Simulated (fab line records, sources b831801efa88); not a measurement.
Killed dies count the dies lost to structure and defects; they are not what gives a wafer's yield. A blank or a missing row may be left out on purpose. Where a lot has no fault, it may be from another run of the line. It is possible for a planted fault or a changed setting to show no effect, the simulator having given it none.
Which tool was responsible?	flow gf180mcu	6 lots, 18 wafers sampled, at 3 steps of a route of 602

== WHAT THE GAUGES READ, wafer by wafer ==
GF_PSD_RS_MEAS_14: measures by four-point-probe.
lot	measured	on	NSD_RS (ohm/sq)
L689	day 15 00:21	filmMetro-04	46.09 46.10 46.08
L692	day 16 00:21	filmMetro-04	46.09 46.18 46.22
L698	day 18 10:06	filmMetro-04	46.28 46.23 46.23
L702	day 19 15:01	filmMetro-01	43.72 43.65 43.69 43.86 43.78 43.82
L704	day 20 09:57	filmMetro-01	46.05 46.14 45.93
L708	day 21 12:14	filmMetro-04	46.18 46.10 46.10

== WHAT TOOL EACH LOT RAN ON (gives the tool, then ch and the chambers of the sampled wafers, and finally the start) ==
lot	GF_NSD_IMPLANT_09	GF_NSD_STRIP_11
L689	implanter-04 ch 0, day 14 02:22	plasmaAsher-01 ch 0,1, day 14 02:40
L692	implanter-01 ch 0, day 15 01:33	plasmaAsher-04 ch 0,1, day 15 01:51
L698	implanter-01 ch 0, day 17 09:53	plasmaAsher-03 ch 0,1, day 17 10:11
L702	implanter-01 ch 0, day 18 13:47	plasmaAsher-04 ch 0,1, day 18 14:04
L704	implanter-03 ch 0, day 19 09:03	plasmaAsher-03 ch 0,1, day 19 09:21
L708	implanter-04 ch 0, day 20 11:13	plasmaAsher-01 ch 0,1, day 20 11:29
- GF_NSD_IMPLANT_09
- GF_NSD_STRIP_11: strips in O2/N2.

== THE ANSWER, worked out from the rows above alone ==
Rule: what is usual is taken from the lots themselves. The widest of any qualifying gaps counts: lots, ordered by their means at a reading, are off when they make up no more than a third of the lots, leave a main group of 4 or more, and stand apart from it by 3 or more times the standard deviation of that group's means. A main group is skipped when, at the precision printed for the reading in the tables above, its means are all equal. A lot without any number at a reading at which 4 lots or more have one is off too. Any other lot the step has rows for is counted as sound.
Off: L702, seen at GF_PSD_RS_MEAS_14 (NSD_RS). For the main group the mean is 46.13 ohm/sq and the standard deviation 0.07.
If a tool, at a process step before that reading, ran all the lots that are off and no sound lot after the first of them, it fits. Gauges at GF_PSD_RS_MEAS_14: tried the same way as those tools. This does not decide it: 2 tools fit, namely implanter-01 at GF_NSD_IMPLANT_09 and plasmaAsher-04 at GF_NSD_STRIP_11.

== WHAT HAD BEEN PUT IN BY THE SIMULATOR ==
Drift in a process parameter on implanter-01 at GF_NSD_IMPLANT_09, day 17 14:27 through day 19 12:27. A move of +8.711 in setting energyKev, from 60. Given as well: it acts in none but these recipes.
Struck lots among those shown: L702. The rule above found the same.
